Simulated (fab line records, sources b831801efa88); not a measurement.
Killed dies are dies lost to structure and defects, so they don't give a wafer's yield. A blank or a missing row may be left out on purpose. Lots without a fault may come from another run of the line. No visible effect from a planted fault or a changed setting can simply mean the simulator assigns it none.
The same fault as seen by 2 desks | flow gf180mcu | only its own numbers are on each desk; what lay behind them is given at the end

## THE TOOL OWNER'S DESK: rieDiel-01
The tool's own readings at GF_V5_ETCH_17 (etches SiO2 in C4F8/O2/Ar, stops on TiN, target depth 855 nm): means of the sampled wafers that have a number, for each lot that ran on this tool. Marked OUT: a lot whose mean sits more than 4 standard deviations from the usual mean, which makes it out of limits; the brackets give that distance.
Columns: A = oesProductAu at GF_V5_ETCH_17, usual 0.860 a.u.; B = rfFwdPowerW at GF_V5_ETCH_17, usual 1494 W
lot  | first seen here | A     | B
L392 | day 26 23:00    | 0.860 | 1495
L393 | day 27 09:00    | 0.859 | 1492
L396 | day 28 12:00    | 0.864 | 1495
L400 | day 29 20:00    | 0.859 | 1498
L401 | day 30 00:00    | 0.858 | 1492
L405 | day 31 06:00    | 0.859 | 1500
L406 | day 31 09:00    | 0.855 | 1493
L408 | day 31 23:00    | 0.856 | 1497
Finding of this desk: none of the 8 lots has anything out of limits.

## THE METROLOGY DESK
Lot by lot, what the gauges showed, no matter which tool ran the lot: averages of those sampled wafers that carry a number. Marked OUT: a lot whose mean sits more than 4 standard deviations from the usual mean, which makes it out of limits; the brackets give that distance.
Columns: A = PASSIVATION_BOW at GF_PASSIVATION_BOW_MEAS_14, usual 136 um
lot  | first seen here | A
L392 | day 28 19:50    | 141
L393 | day 29 06:20    | 136
L395 | day 29 23:18    | 151
L396 | day 30 07:13    | 122
L398 | day 30 17:49    | 132
L400 | day 31 13:27    | 130
L401 | day 31 16:14    | 122
L405 | day 32 20:14    | 136
L406 | day 32 23:03    | 126
L408 | day 33 12:47    | 141
L409 | day 33 14:19    | 145
L410 | day 33 19:06    | 134
L413 | day 34 09:29    | 138
Finding of this desk: none of the 13 lots has anything out of limits.

## BROUGHT TOGETHER
Nothing out of limits was seen by the tool owner's desk.
Nothing out of limits was seen by the metrology desk.

## WHAT WAS PUT IN BY THE SIMULATOR
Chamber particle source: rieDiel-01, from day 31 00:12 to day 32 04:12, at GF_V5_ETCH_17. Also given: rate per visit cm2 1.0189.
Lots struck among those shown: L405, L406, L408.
